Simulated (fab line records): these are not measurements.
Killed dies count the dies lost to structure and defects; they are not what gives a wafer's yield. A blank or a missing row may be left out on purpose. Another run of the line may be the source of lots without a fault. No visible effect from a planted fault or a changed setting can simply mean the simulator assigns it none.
Which of the tools did it? || flow sky130 || Sampling: 24 lots, 72 wafers, 4 of 708 route steps

## WHAT THE GAUGES READ, wafer by wafer
SKY_VIA1_BOW_MEAS_03.
{"lot": "L074", "measured": "day 33 03:35", "on": "filmMetro-04", "VIA1_BOW (um)": "83 84 69"}
{"lot": "L075", "measured": "day 33 07:26", "on": "filmMetro-01", "VIA1_BOW (um)": "77 78 91"}
{"lot": "L076", "measured": "day 33 09:54", "on": "filmMetro-02", "VIA1_BOW (um)": "88 89 86"}
{"lot": "L077", "measured": "day 33 23:49", "on": "filmMetro-01", "VIA1_BOW (um)": "83 81 89"}
{"lot": "L078", "measured": "day 34 00:46", "on": "filmMetro-04", "VIA1_BOW (um)": "89 89 77"}
{"lot": "L079", "measured": "day 34 07:05", "on": "filmMetro-01", "VIA1_BOW (um)": "83 75 81"}
{"lot": "L080", "measured": "day 34 11:53", "on": "filmMetro-01", "VIA1_BOW (um)": "83 85 77"}
{"lot": "L081", "measured": "day 34 19:34", "on": "filmMetro-04", "VIA1_BOW (um)": "89 78 81"}
{"lot": "L082", "measured": "day 35 08:29", "on": "filmMetro-01", "VIA1_BOW (um)": "83 64 75"}
{"lot": "L083", "measured": "day 35 12:49", "on": "filmMetro-01", "VIA1_BOW (um)": "78 80 79"}
{"lot": "L084", "measured": "day 35 15:01", "on": "filmMetro-04", "VIA1_BOW (um)": "79 72 81"}
{"lot": "L085", "measured": "day 36 05:42", "on": "filmMetro-04", "VIA1_BOW (um)": "82 89 82"}
{"lot": "L086", "measured": "day 36 10:45", "on": "filmMetro-01", "VIA1_BOW (um)": "78 62 80"}
{"lot": "L087", "measured": "day 36 17:54", "on": "filmMetro-04", "VIA1_BOW (um)": "85 66 76"}
{"lot": "L088", "measured": "day 37 12:33", "on": "filmMetro-04", "VIA1_BOW (um)": "82 75 92"}
{"lot": "L089", "measured": "day 37 16:37", "on": "filmMetro-02", "VIA1_BOW (um)": "82 80 86"}
{"lot": "L090", "measured": "day 38 07:00", "on": "filmMetro-02", "VIA1_BOW (um)": "84 86 84"}
{"lot": "L091", "measured": "day 38 12:55", "on": "filmMetro-01", "VIA1_BOW (um)": "79 82 89"}
{"lot": "L093", "measured": "day 38 17:28", "on": "filmMetro-04", "VIA1_BOW (um)": "84 79 81"}
{"lot": "L092", "measured": "day 38 18:26", "on": "filmMetro-01", "VIA1_BOW (um)": "93 80 66"}
{"lot": "L094", "measured": "day 38 21:19", "on": "filmMetro-01", "VIA1_BOW (um)": "81 86 74"}
{"lot": "L095", "measured": "day 39 23:42", "on": "filmMetro-02", "VIA1_BOW (um)": "91 81 84"}
{"lot": "L097", "measured": "day 40 00:55", "on": "filmMetro-01", "VIA1_BOW (um)": "82 80 83"}
{"lot": "L096", "measured": "day 40 08:40", "on": "filmMetro-01", "VIA1_BOW (um)": "89 83 70"}

SKY_CAPM_RS_MEAS_03: uses a four-point probe to measure.
{"lot": "L074", "measured": "day 36 15:28", "on": "filmMetro-03", "CAPM_TIN_RS (ohm/sq)": "7.00 7.01 6.93"}
{"lot": "L075", "measured": "day 36 18:02", "on": "filmMetro-04", "CAPM_TIN_RS (ohm/sq)": "6.86 6.78 6.78"}
{"lot": "L076", "measured": "day 36 20:25", "on": "filmMetro-01", "CAPM_TIN_RS (ohm/sq)": "6.76 6.74 6.81"}
{"lot": "L077", "measured": "day 37 07:26", "on": "filmMetro-04", "CAPM_TIN_RS (ohm/sq)": "6.93 6.88 6.92"}
{"lot": "L078", "measured": "day 37 11:08", "on": "filmMetro-04", "CAPM_TIN_RS (ohm/sq)": "6.83 6.81 6.84"}
{"lot": "L079", "measured": "day 37 16:51", "on": "filmMetro-03", "CAPM_TIN_RS (ohm/sq)": "6.89 6.90 6.93"}
{"lot": "L080", "measured": "day 37 22:57", "on": "filmMetro-01", "CAPM_TIN_RS (ohm/sq)": "6.83 6.78 6.82"}
{"lot": "L081", "measured": "day 38 04:53", "on": "filmMetro-03", "CAPM_TIN_RS (ohm/sq)": "6.89 6.86 6.91"}
{"lot": "L082", "measured": "day 38 18:17", "on": "filmMetro-04", "CAPM_TIN_RS (ohm/sq)": "6.87 6.90 6.90"}
{"lot": "L083", "measured": "day 38 22:38", "on": "filmMetro-01", "CAPM_TIN_RS (ohm/sq)": "6.94 7.02 6.96"}
{"lot": "L084", "measured": "day 39 00:49", "on": "filmMetro-04", "CAPM_TIN_RS (ohm/sq)": "6.76 6.77 6.73"}
{"lot": "L085", "measured": "day 39 14:11", "on": "filmMetro-01", "CAPM_TIN_RS (ohm/sq)": "6.80 6.82 6.79"}
{"lot": "L086", "measured": "day 39 19:11", "on": "filmMetro-01", "CAPM_TIN_RS (ohm/sq)": "6.94 6.89 6.94"}
{"lot": "L087", "measured": "day 40 02:17", "on": "filmMetro-03", "CAPM_TIN_RS (ohm/sq)": "6.84 6.82 6.87"}
{"lot": "L088", "measured": "day 40 20:30", "on": "filmMetro-03", "CAPM_TIN_RS (ohm/sq)": "7.01 6.97 7.02"}
{"lot": "L089", "measured": "day 40 23:50", "on": "filmMetro-03", "CAPM_TIN_RS (ohm/sq)": "7.01 6.97 6.97"}
{"lot": "L090", "measured": "day 41 11:59", "on": "filmMetro-04", "CAPM_TIN_RS (ohm/sq)": "6.90 6.85 6.84"}
{"lot": "L091", "measured": "day 41 21:42", "on": "filmMetro-03", "CAPM_TIN_RS (ohm/sq)": "6.90 6.84 6.86"}
{"lot": "L093", "measured": "day 41 23:40", "on": "filmMetro-04", "CAPM_TIN_RS (ohm/sq)": "6.83 6.89 6.85"}
{"lot": "L092", "measured": "day 42 00:36", "on": "filmMetro-01", "CAPM_TIN_RS (ohm/sq)": "6.90 6.93 6.92"}
{"lot": "L094", "measured": "day 42 04:11", "on": "filmMetro-03", "CAPM_TIN_RS (ohm/sq)": "6.98 7.00 6.92"}
{"lot": "L095", "measured": "day 43 05:12", "on": "filmMetro-03", "CAPM_TIN_RS (ohm/sq)": "6.90 6.86 6.88"}
{"lot": "L097", "measured": "day 43 06:01", "on": "filmMetro-01", "CAPM_TIN_RS (ohm/sq)": "6.92 6.91 6.87"}
{"lot": "L096", "measured": "day 43 11:36", "on": "filmMetro-03", "CAPM_TIN_RS (ohm/sq)": "6.84 6.83 6.88"}

SKY_VIA3_THK_MEAS_23: measures by xrf.
{"lot": "L074", "measured": "day 39 22:20", "on": "filmMetro-02", "VIA3_W_THK (nm)": "388 388 380"}
{"lot": "L075", "measured": "day 40 00:29", "on": "filmMetro-04", "VIA3_W_THK (nm)": "380 381 381"}
{"lot": "L076", "measured": "day 40 03:55", "on": "filmMetro-02", "VIA3_W_THK (nm)": "385 378 382"}
{"lot": "L077", "measured": "day 40 12:11", "on": "filmMetro-04", "VIA3_W_THK (nm)": "393 382 391"}
{"lot": "L078", "measured": "day 40 18:02", "on": "filmMetro-04", "VIA3_W_THK (nm)": "383 394 383"}
{"lot": "L079", "measured": "day 40 23:21", "on": "filmMetro-01", "VIA3_W_THK (nm)": "370 364 367"}
{"lot": "L080", "measured": "day 41 04:08", "on": "filmMetro-04", "VIA3_W_THK (nm)": "382 389 386"}
{"lot": "L081", "measured": "day 41 09:05", "on": "filmMetro-01", "VIA3_W_THK (nm)": "373 368 362"}
{"lot": "L082", "measured": "day 41 22:40", "on": "filmMetro-01", "VIA3_W_THK (nm)": "364 366 369"}
{"lot": "L083", "measured": "day 42 03:04", "on": "filmMetro-04", "VIA3_W_THK (nm)": "387 382 373"}
{"lot": "L084", "measured": "day 42 05:08", "on": "filmMetro-02", "VIA3_W_THK (nm)": "382 385 376"}
{"lot": "L085", "measured": "day 42 15:37", "on": "filmMetro-04", "VIA3_W_THK (nm)": "375 385 386"}
{"lot": "L086", "measured": "day 43 03:20", "on": "filmMetro-02", "VIA3_W_THK (nm)": "380 388 378"}
{"lot": "L087", "measured": "day 43 05:46", "on": "filmMetro-01", "VIA3_W_THK (nm)": "380 374 379"}
{"lot": "L088", "measured": "day 43 22:11", "on": "filmMetro-04", "VIA3_W_THK (nm)": "380 388 388"}
{"lot": "L089", "measured": "day 44 01:19", "on": "filmMetro-04", "VIA3_W_THK (nm)": "369 383 370"}
{"lot": "L090", "measured": "day 44 11:34", "on": "filmMetro-02", "VIA3_W_THK (nm)": "375 384 374"}
{"lot": "L091", "measured": "day 44 21:36", "on": "filmMetro-02", "VIA3_W_THK (nm)": "383 372 383"}
{"lot": "L093", "measured": "day 44 23:42", "on": "filmMetro-01", "VIA3_W_THK (nm)": "371 373 372"}
{"lot": "L092", "measured": "day 45 00:58", "on": "filmMetro-01", "VIA3_W_THK (nm)": "365 366 374"}
{"lot": "L094", "measured": "day 45 04:38", "on": "filmMetro-02", "VIA3_W_THK (nm)": "374 368 368"}
{"lot": "L095", "measured": "day 46 02:49", "on": "filmMetro-04", "VIA3_W_THK (nm)": "384 381 388"}
{"lot": "L097", "measured": "day 46 04:32", "on": "filmMetro-01", "VIA3_W_THK (nm)": "379 375 369"}
{"lot": "L096", "measured": "day 46 08:01", "on": "filmMetro-04", "VIA3_W_THK (nm)": "380 396 380"}

SKY_VIA4_THK_MEAS_20: measures by xrf.
{"lot": "L074", "measured": "day 43 02:04", "on": "filmMetro-03", "VIA4_W_THK (nm)": "497 505 503"}
{"lot": "L075", "measured": "day 43 03:10", "on": "filmMetro-02", "VIA4_W_THK (nm)": "482 491 495"}
{"lot": "L076", "measured": "day 43 08:46", "on": "filmMetro-02", "VIA4_W_THK (nm)": "497 502 495"}
{"lot": "L077", "measured": "day 43 14:06", "on": "filmMetro-01", "VIA4_W_THK (nm)": "508 500 506"}
{"lot": "L078", "measured": "day 43 20:52", "on": "filmMetro-03", "VIA4_W_THK (nm)": "487 502 486"}
{"lot": "L079", "measured": "day 44 01:31", "on": "filmMetro-01", "VIA4_W_THK (nm)": "498 495 486"}
{"lot": "L080", "measured": "day 44 06:26", "on": "filmMetro-02", "VIA4_W_THK (nm)": "491 507 494"}
{"lot": "L081", "measured": "day 44 08:50", "on": "filmMetro-02", "VIA4_W_THK (nm)": "485 498 492"}
{"lot": "L082", "measured": "day 44 23:14", "on": "filmMetro-01", "VIA4_W_THK (nm)": "476 490 493"}
{"lot": "L083", "measured": "day 45 02:21", "on": "filmMetro-02", "VIA4_W_THK (nm)": "504 502 501"}
{"lot": "L084", "measured": "day 45 04:49", "on": "filmMetro-03", "VIA4_W_THK (nm)": "491 500 488"}
{"lot": "L085", "measured": "day 45 13:20", "on": "filmMetro-01", "VIA4_W_THK (nm)": "500 492 484"}
{"lot": "L086", "measured": "day 46 02:04", "on": "filmMetro-01", "VIA4_W_THK (nm)": "494 488 488"}
{"lot": "L087", "measured": "day 46 03:45", "on": "filmMetro-03", "VIA4_W_THK (nm)": "484 492 496"}
{"lot": "L088", "measured": "day 46 18:05", "on": "filmMetro-02", "VIA4_W_THK (nm)": "502 495 494"}
{"lot": "L089", "measured": "day 46 21:07", "on": "filmMetro-02", "VIA4_W_THK (nm)": "498 484 491"}
{"lot": "L090", "measured": "day 47 05:55", "on": "filmMetro-03", "VIA4_W_THK (nm)": "494 501 497"}
{"lot": "L091", "measured": "day 47 15:28", "on": "filmMetro-02", "VIA4_W_THK (nm)": "492 499 498"}
{"lot": "L093", "measured": "day 47 16:29", "on": "filmMetro-02", "VIA4_W_THK (nm)": "491 499 491"}
{"lot": "L092", "measured": "day 47 19:02", "on": "filmMetro-02", "VIA4_W_THK (nm)": "502 499 495"}
{"lot": "L094", "measured": "day 47 22:44", "on": "filmMetro-02", "VIA4_W_THK (nm)": "511 497 493"}
{"lot": "L095", "measured": "day 48 17:07", "on": "filmMetro-02", "VIA4_W_THK (nm)": "493 493 495"}
{"lot": "L097", "measured": "day 48 17:32", "on": "filmMetro-03", "VIA4_W_THK (nm)": "494 494 494"}
{"lot": "L096", "measured": "day 48 21:12", "on": "filmMetro-03", "VIA4_W_THK (nm)": "487 485 487"}

## WHICH TOOL RAN EACH LOT (tool, then ch and the chambers of the sampled wafers, then the start)
There is no process step in the record ahead of these readings.

## WHAT THE TOOLS THEMSELVES READ (means of the sampled wafers that have a number; where no wafer has one, the mark that the record gives instead)
The record holds no such reading with a usual standard deviation.

## THE ANSWER, worked out from the rows above alone
Rule: usual is defined by the lots themselves. Put in order of their means at a reading, lots are off if they are a third of the lots or fewer, leave a main group of 4 or more, and stand apart from it by a gap of 3 or more times the standard deviation of the main group's means; of several such gaps the widest counts. Not used: any main group whose means are identical at the precision the tables above print for the reading. A lot without any number at a reading at which 4 lots or more have one is off too. The other lots that the step has rows for count as sound. Order of review: gauges by route order, followed by the tools' own readings, for which a lot's mean as printed above is used. At the first step where some lot is off, the reading lying furthest off is the one used; lots without a number count as furthest.
Across all readings shown, no lot is off: no conclusion can be drawn from this.

## WHAT THE SIMULATOR HAD INSERTED
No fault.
